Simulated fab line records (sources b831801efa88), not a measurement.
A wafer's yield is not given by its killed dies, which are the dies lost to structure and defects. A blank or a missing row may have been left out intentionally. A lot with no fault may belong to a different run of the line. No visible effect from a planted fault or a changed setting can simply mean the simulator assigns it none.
What tool caused it? || flow sfq-line || Sampling: 14 lots, 42 wafers, 4 of 325 route steps

WHAT THE GAUGES READ, wafer by wafer
SFQ_I3_BOW_MEAS_922.
{"lot": "L554", "measured": "day 37 07:14", "on": "film-metro-03", "I3_BOW (um)": "4 4 19"}
{"lot": "L555", "measured": "day 37 17:26", "on": "film-metro-03", "I3_BOW (um)": "-2 -4 -4"}
{"lot": "L558", "measured": "day 38 08:26", "on": "film-metro-04", "I3_BOW (um)": "-8 -5 -4"}
{"lot": "L559", "measured": "day 38 23:25", "on": "film-metro-01", "I3_BOW (um)": "-1 1 3"}
{"lot": "L561", "measured": "day 40 09:50", "on": "film-metro-03", "I3_BOW (um)": "-1 -8 -2"}
{"lot": "L562", "measured": "day 40 18:51", "on": "film-metro-01", "I3_BOW (um)": "-4 -3 4"}
{"lot": "L564", "measured": "day 41 00:50", "on": "film-metro-04", "I3_BOW (um)": "15 7 3"}
{"lot": "L571", "measured": "day 43 10:43", "on": "film-metro-04", "I3_BOW (um)": "8 5 22"}
{"lot": "L572", "measured": "day 43 13:45", "on": "film-metro-03", "I3_BOW (um)": "1 8 -11"}
{"lot": "L573", "measured": "day 43 23:33", "on": "film-metro-01", "I3_BOW (um)": "7 9 3"}
{"lot": "L574", "measured": "day 44 05:33", "on": "film-metro-01", "I3_BOW (um)": "-6 -3 2"}
{"lot": "L575", "measured": "day 49 16:52", "on": "film-metro-03", "I3_BOW (um)": "3 -11 -5"}
{"lot": "L576", "measured": "day 51 03:55", "on": "film-metro-01", "I3_BOW (um)": "6 -8 -18"}
{"lot": "L577", "measured": "day 51 11:50", "on": "film-metro-04", "I3_BOW (um)": "6 -1 1"}

SFQ_R5_RS_MEAS_933: measures by four-point-probe.
{"lot": "L554", "measured": "day 50 10:16", "on": "film-metro-01", "R5_MONX_RS (ohm/sq)": "6.92 6.97 6.96"}
{"lot": "L555", "measured": "day 51 02:13", "on": "film-metro-04", "R5_MONX_RS (ohm/sq)": "7.16 7.12 7.14"}
{"lot": "L558", "measured": "day 51 11:13", "on": "film-metro-01", "R5_MONX_RS (ohm/sq)": "7.14 7.14 7.13"}
{"lot": "L559", "measured": "day 51 14:12", "on": "film-metro-04", "R5_MONX_RS (ohm/sq)": "7.01 6.89 6.99"}
{"lot": "L561", "measured": "day 55 14:29", "on": "film-metro-01", "R5_MONX_RS (ohm/sq)": "7.12 7.08 7.06"}
{"lot": "L562", "measured": "day 55 21:13", "on": "film-metro-01", "R5_MONX_RS (ohm/sq)": "6.86 7.04 7.06"}
{"lot": "L564", "measured": "day 56 09:34", "on": "film-metro-04", "R5_MONX_RS (ohm/sq)": "7.09 6.99 7.13"}
{"lot": "L571", "measured": "day 64 01:49", "on": "film-metro-01", "R5_MONX_RS (ohm/sq)": "7.01 7.14 7.20"}
{"lot": "L572", "measured": "day 64 03:18", "on": "film-metro-02", "R5_MONX_RS (ohm/sq)": "7.01 7.01 7.01"}
{"lot": "L573", "measured": "day 64 04:50", "on": "film-metro-04", "R5_MONX_RS (ohm/sq)": "7.07 7.05 7.08"}
{"lot": "L574", "measured": "day 64 16:50", "on": "film-metro-04", "R5_MONX_RS (ohm/sq)": "7.07 7.12 7.12"}
{"lot": "L575", "measured": "day 69 08:21", "on": "film-metro-04", "R5_MONX_RS (ohm/sq)": "7.11 7.09 7.06"}
{"lot": "L576", "measured": "day 69 17:57", "on": "film-metro-01", "R5_MONX_RS (ohm/sq)": "7.07 7.03 7.06"}
{"lot": "L577", "measured": "day 69 20:20", "on": "film-metro-01", "R5_MONX_RS (ohm/sq)": "7.00 7.02 7.10"}

TOOL THAT RAN EACH LOT (tool first, then ch and the chambers of the sampled wafers, then the start)
{"lot": "L554", "SFQ_TRILAYER_JJ_TRILAYER_DEP_SPUTTER_109": "pvd-sputter-04, day 43 23:42", "SFQ_TRILAYER_M5_ETCH_METAL_ETCH_126": "rie-metal-01 ch 0,1, day 49 15:23"}
{"lot": "L555", "SFQ_TRILAYER_JJ_TRILAYER_DEP_SPUTTER_109": "pvd-sputter-05, day 49 12:31", "SFQ_TRILAYER_M5_ETCH_METAL_ETCH_126": "rie-metal-01 ch 0,1, day 50 16:41"}
{"lot": "L558", "SFQ_TRILAYER_JJ_TRILAYER_DEP_SPUTTER_109": "pvd-sputter-05, day 49 20:55", "SFQ_TRILAYER_M5_ETCH_METAL_ETCH_126": "rie-metal-04 ch 0,1, day 50 20:17"}
{"lot": "L559", "SFQ_TRILAYER_JJ_TRILAYER_DEP_SPUTTER_109": "pvd-sputter-05, day 50 04:07", "SFQ_TRILAYER_M5_ETCH_METAL_ETCH_126": "rie-metal-01 ch 0,1, day 50 21:25"}
{"lot": "L561", "SFQ_TRILAYER_JJ_TRILAYER_DEP_SPUTTER_109": "pvd-sputter-03, day 55 00:08", "SFQ_TRILAYER_M5_ETCH_METAL_ETCH_126": "rie-metal-04 ch 0,1, day 55 08:58"}
{"lot": "L562", "SFQ_TRILAYER_JJ_TRILAYER_DEP_SPUTTER_109": "pvd-sputter-03, day 55 06:09", "SFQ_TRILAYER_M5_ETCH_METAL_ETCH_126": "rie-metal-01 ch 0,1, day 55 15:50"}
{"lot": "L564", "SFQ_TRILAYER_JJ_TRILAYER_DEP_SPUTTER_109": "pvd-sputter-03, day 55 13:21", "SFQ_TRILAYER_M5_ETCH_METAL_ETCH_126": "rie-metal-02 ch 0,1, day 56 02:17"}
{"lot": "L571", "SFQ_TRILAYER_JJ_TRILAYER_DEP_SPUTTER_109": "pvd-sputter-04, day 58 00:23", "SFQ_TRILAYER_M5_ETCH_METAL_ETCH_126": "rie-metal-04 ch 0,1, day 63 20:28"}
{"lot": "L572", "SFQ_TRILAYER_JJ_TRILAYER_DEP_SPUTTER_109": "pvd-sputter-03, day 58 05:08", "SFQ_TRILAYER_M5_ETCH_METAL_ETCH_126": "rie-metal-02 ch 0,1, day 63 21:40"}
{"lot": "L573", "SFQ_TRILAYER_JJ_TRILAYER_DEP_SPUTTER_109": "pvd-sputter-04, day 58 15:58", "SFQ_TRILAYER_M5_ETCH_METAL_ETCH_126": "rie-metal-01 ch 0, day 63 22:52"}
{"lot": "L574", "SFQ_TRILAYER_JJ_TRILAYER_DEP_SPUTTER_109": "pvd-sputter-05, day 58 17:10", "SFQ_TRILAYER_M5_ETCH_METAL_ETCH_126": "rie-metal-01 ch 0,1, day 64 07:41"}
{"lot": "L575", "SFQ_TRILAYER_JJ_TRILAYER_DEP_SPUTTER_109": "pvd-sputter-04, day 60 06:17", "SFQ_TRILAYER_M5_ETCH_METAL_ETCH_126": "rie-metal-04 ch 0,1, day 69 03:01"}
{"lot": "L576", "SFQ_TRILAYER_JJ_TRILAYER_DEP_SPUTTER_109": "pvd-sputter-04, day 60 16:01", "SFQ_TRILAYER_M5_ETCH_METAL_ETCH_126": "rie-metal-02 ch 0,1, day 69 12:37"}
{"lot": "L577", "SFQ_TRILAYER_JJ_TRILAYER_DEP_SPUTTER_109": "pvd-sputter-03, day 60 19:37", "SFQ_TRILAYER_M5_ETCH_METAL_ETCH_126": "rie-metal-01 ch 1, day 69 14:58"}
- SFQ_TRILAYER_JJ_TRILAYER_DEP_SPUTTER_109: material Nb, target thk 150 nm, time 100 s.
- SFQ_TRILAYER_M5_ETCH_METAL_ETCH_126: etches Nb in Cl2/BCl3, stops on SiO2, time 203.2 s, target depth 265 nm.

AS READ BY THE TOOLS THEMSELVES (means over the sampled wafers that have a number; for cases with no such wafer, the mark the record gives instead)
SFQ_TRILAYER_JJ_TRILAYER_DEP_SPUTTER_109.
{"lot": "L554", "tool": "pvd-sputter-04", "base-pressure-pa (Pa)": 1.36e-06, "cathode-dc-power-W (W)": 2000.1, "throttle-valve-pct (%)": 29.6}
{"lot": "L555", "tool": "pvd-sputter-05", "base-pressure-pa (Pa)": 1.30e-06, "cathode-dc-power-W (W)": 1999.8, "throttle-valve-pct (%)": 30.1}
{"lot": "L558", "tool": "pvd-sputter-05", "base-pressure-pa (Pa)": 1.40e-06, "cathode-dc-power-W (W)": 1999.9, "throttle-valve-pct (%)": 30.6}
{"lot": "L559", "tool": "pvd-sputter-05", "base-pressure-pa (Pa)": 1.38e-06, "cathode-dc-power-W (W)": 1999.7, "throttle-valve-pct (%)": 30.0}
{"lot": "L561", "tool": "pvd-sputter-03", "base-pressure-pa (Pa)": 1.29e-06, "cathode-dc-power-W (W)": 1999.8, "throttle-valve-pct (%)": 30.1}
{"lot": "L562", "tool": "pvd-sputter-03", "base-pressure-pa (Pa)": 1.38e-06, "cathode-dc-power-W (W)": 1860.0, "throttle-valve-pct (%)": 30.2}
{"lot": "L564", "tool": "pvd-sputter-03", "base-pressure-pa (Pa)": 1.39e-06, "cathode-dc-power-W (W)": 1859.9, "throttle-valve-pct (%)": 29.8}
{"lot": "L571", "tool": "pvd-sputter-04", "base-pressure-pa (Pa)": 1.31e-06, "cathode-dc-power-W (W)": 2000.2, "throttle-valve-pct (%)": 30.5}
{"lot": "L572", "tool": "pvd-sputter-03", "base-pressure-pa (Pa)": 1.28e-06, "cathode-dc-power-W (W)": 1999.9, "throttle-valve-pct (%)": 30.1}
{"lot": "L573", "tool": "pvd-sputter-04", "base-pressure-pa (Pa)": 1.37e-06, "cathode-dc-power-W (W)": 2000.2, "throttle-valve-pct (%)": 29.7}
{"lot": "L574", "tool": "pvd-sputter-05", "base-pressure-pa (Pa)": 1.31e-06, "cathode-dc-power-W (W)": 2000.4, "throttle-valve-pct (%)": 30.4}
{"lot": "L575", "tool": "pvd-sputter-04", "base-pressure-pa (Pa)": 1.22e-06, "cathode-dc-power-W (W)": 1999.8, "throttle-valve-pct (%)": 29.6}
{"lot": "L576", "tool": "pvd-sputter-04", "base-pressure-pa (Pa)": 1.38e-06, "cathode-dc-power-W (W)": 1999.9, "throttle-valve-pct (%)": 29.6}
{"lot": "L577", "tool": "pvd-sputter-03", "base-pressure-pa (Pa)": 1.42e-06, "cathode-dc-power-W (W)": 2000.1, "throttle-valve-pct (%)": 30.4}

SFQ_TRILAYER_M5_ETCH_METAL_ETCH_126.
{"lot": "L554", "tool": "rie-metal-01", "chamber-pressure-mTorr (mTorr)": 10.001, "drypump-motor-current-A (A)": 5.7, "oes-product-au (a.u.)": 0.722}
{"lot": "L555", "tool": "rie-metal-01", "chamber-pressure-mTorr (mTorr)": 9.995, "drypump-motor-current-A (A)": 5.8, "oes-product-au (a.u.)": 0.730}
{"lot": "L558", "tool": "rie-metal-04", "chamber-pressure-mTorr (mTorr)": 9.994, "drypump-motor-current-A (A)": 5.4, "oes-product-au (a.u.)": 0.725}
{"lot": "L559", "tool": "rie-metal-01", "chamber-pressure-mTorr (mTorr)": 9.999, "drypump-motor-current-A (A)": 5.7, "oes-product-au (a.u.)": 0.728}
{"lot": "L561", "tool": "rie-metal-04", "chamber-pressure-mTorr (mTorr)": 10.000, "drypump-motor-current-A (A)": 5.4, "oes-product-au (a.u.)": 0.722}
{"lot": "L562", "tool": "rie-metal-01", "chamber-pressure-mTorr (mTorr)": 9.997, "drypump-motor-current-A (A)": 5.8, "oes-product-au (a.u.)": 0.705}
{"lot": "L564", "tool": "rie-metal-02", "chamber-pressure-mTorr (mTorr)": 9.996, "drypump-motor-current-A (A)": 6.2, "oes-product-au (a.u.)": 0.704}
{"lot": "L571", "tool": "rie-metal-04", "chamber-pressure-mTorr (mTorr)": 9.996, "drypump-motor-current-A (A)": 5.5, "oes-product-au (a.u.)": 0.728}
{"lot": "L572", "tool": "rie-metal-02", "chamber-pressure-mTorr (mTorr)": 10.003, "drypump-motor-current-A (A)": 6.3, "oes-product-au (a.u.)": 0.733}
{"lot": "L573", "tool": "rie-metal-01", "chamber-pressure-mTorr (mTorr)": 10.004, "drypump-motor-current-A (A)": 5.7, "oes-product-au (a.u.)": 0.729}
{"lot": "L574", "tool": "rie-metal-01", "chamber-pressure-mTorr (mTorr)": 10.004, "drypump-motor-current-A (A)": 5.8, "oes-product-au (a.u.)": 0.726}
{"lot": "L575", "tool": "rie-metal-04", "chamber-pressure-mTorr (mTorr)": 9.997, "drypump-motor-current-A (A)": 5.6, "oes-product-au (a.u.)": 0.726}
{"lot": "L576", "tool": "rie-metal-02", "chamber-pressure-mTorr (mTorr)": 9.998, "drypump-motor-current-A (A)": 6.3, "oes-product-au (a.u.)": 0.735}
{"lot": "L577", "tool": "rie-metal-01", "chamber-pressure-mTorr (mTorr)": 10.002, "drypump-motor-current-A (A)": 5.8, "oes-product-au (a.u.)": 0.728}

THE ANSWER, worked out from the rows above alone
Rule: the usual values come from the lots themselves. The widest of any qualifying gaps counts: lots, ordered by their means at a reading, are off when they make up no more than a third of the lots, leave a main group of 4 or more, and stand apart from it by 3 or more times the standard deviation of that group's means. Not used: any main group whose means are identical at the precision the tables above print for the reading. Also off: a lot with no number at a reading for which 4 or more lots have one. Any other lot the step has rows for is counted as sound. Order of review: gauges by route order, followed by the tools' own readings, for which a lot's mean as printed above is used. The first step at which some lot is off is used, and at that step the reading that is off furthest; a lot without a number counts as furthest.
Off: L562, L564, at SFQ_TRILAYER_JJ_TRILAYER_DEP_SPUTTER_109 (cathode-dc-power-W). Main group: mean 2000.0 W, sd 0.2.
A tool fits if, at that step or a process step before it, it ran every lot that is off, and no sound lot after the first of them. No candidate that was tried fits.

WHAT THE SIMULATOR HAD INSERTED
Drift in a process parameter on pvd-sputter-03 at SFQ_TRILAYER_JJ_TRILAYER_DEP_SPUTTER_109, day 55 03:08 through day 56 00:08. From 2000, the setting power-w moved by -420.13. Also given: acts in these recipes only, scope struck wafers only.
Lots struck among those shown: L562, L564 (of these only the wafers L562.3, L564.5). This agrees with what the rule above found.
